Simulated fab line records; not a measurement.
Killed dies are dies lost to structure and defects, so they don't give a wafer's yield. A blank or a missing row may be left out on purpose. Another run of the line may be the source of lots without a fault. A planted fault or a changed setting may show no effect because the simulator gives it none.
Which tool was responsible? ; flow gf180mcu ; 6 lots with 18 wafers sampled at 2 steps, on a route of 602 steps

WHAT THE GAUGES SHOWED, per wafer
GF_V3_OVL_MEAS_15.
lot;measured;on;V3_OVL (nm)
L710;day 23 07:23;overlay-01;3 8 5
L714;day 25 01:02;overlay-01;12 1 7
L716;day 25 07:44;overlay-01;3 -4 -5
L721;day 26 17:51;overlay-01;3 -4 5
L723;day 27 12:07;overlay-02;3 2 3
L729;day 29 03:12;overlay-01;55 56 61

WHICH TOOL RAN EACH LOT (tool, then ch and the chambers of the sampled wafers, then the start)
lot;GF_V3_EXPOSE_11
L710;krf_scanner-01 ch 0, day 22 19:39
L714;krf_scanner-01 ch 0, day 24 14:25
L716;krf_scanner-01 ch 0, day 24 20:31
L721;krf_scanner-01 ch 0, day 26 07:33
L723;krf_scanner-02 ch 0, day 27 01:52
L729;krf_scanner-01 ch 0, day 28 17:26
- GF_V3_EXPOSE_11: exposes mask Via3, target cd 260 nm.

THE ANSWER, worked out from the rows above alone
Rule: the lots themselves supply what counts as usual. The widest of any qualifying gaps counts: lots, ordered by their means at a reading, are off when they make up no more than a third of the lots, leave a main group of 4 or more, and stand apart from it by 3 or more times the standard deviation of that group's means. Not used: any main group whose means are identical at the precision the tables above print for the reading. Also off: a lot with no number at a reading for which 4 or more lots have one. All remaining lots with rows at the step are treated as sound.
Off: at GF_V3_OVL_MEAS_15 (V3_OVL), L729. The main group has a mean of 3 nm with a standard deviation of 3.1.
A tool fits if, at a process step before that reading, it ran every lot that is off, and no sound lot after the first of them. Gauges at GF_V3_OVL_MEAS_15: tried the same way as those tools. Undecided on this evidence; 2 tools fit (krf_scanner-01 at GF_V3_EXPOSE_11, overlay-01 at GF_V3_OVL_MEAS_15).

WHAT THE SIMULATOR PUT IN
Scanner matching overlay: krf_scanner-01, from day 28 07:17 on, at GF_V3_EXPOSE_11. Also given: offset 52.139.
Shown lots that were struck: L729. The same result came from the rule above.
